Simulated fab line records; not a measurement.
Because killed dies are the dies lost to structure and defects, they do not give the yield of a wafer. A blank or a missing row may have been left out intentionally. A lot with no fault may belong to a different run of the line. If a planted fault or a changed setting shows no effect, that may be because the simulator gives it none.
Matching of chambers ; flow gf180mcu ; 4 sister chambers for GF_V2_CMP_04 on cmp-02
The step polishes SiO2. 8 wafers are shown with their chamber, then 7 later ones without.

== EACH WAFER AND ITS CHAMBER ==
wafer;chamber;motor-current-A (A);platen-rpm (rpm)
L317.4;0;12.8;60.07
L321.4;1;11.3;60.02
L321.5;1;11.4;60.00
L323.2;0;12.2;59.98
L323.3;3;12.6;59.93
L323.5;2;11.5;59.93
L329.1;3;12.7;60.00
L329.4;2;11.9;60.03

== WAFERS WHOSE CHAMBER IS MISSING ==
wafer;motor-current-A (A);platen-rpm (rpm)
L329.6;11.8;60.04
L333.3;12.0;59.98
L333.4;12.8;59.95
L333.6;12.5;59.99
L337.3;12.8;59.97
L337.4;11.2;59.99
L337.5;11.2;60.01

== THE CHAMBER EACH PASSED THROUGH ==
wafer;from the rows above;in truth
L329.6;can't be placed: 2 or 1 or 0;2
L333.3;can't be placed: 2 or 0 or 3 or 1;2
L333.4;can't be placed: 3 or 0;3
L333.6;can't be placed: 0 or 3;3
L337.3;can't be placed: 3 or 0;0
L337.4;can't be placed: 1 or 2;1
L337.5;can't be placed: 1 or 2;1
Correct placement for 0 of the 7. These rows do not allow placing 7 (true chamber among the candidates in 7). Placed wrongly: 0.
How it was worked out, from the rows above alone: a wafer's distance from a chamber is the root of the sum, over the readings, of the square of ((its reading less the chamber's mean) divided by the reading's scatter). The wafer belongs to the nearest chamber; if the next one is less than 2 further off, it can't be placed. For every chamber, the mean is computed from those of its wafers that are shown. The scatter is the square root of a quotient: the sum, over the shown wafers, of each reading's squared deviation from its chamber's mean, divided by wafers minus chambers.
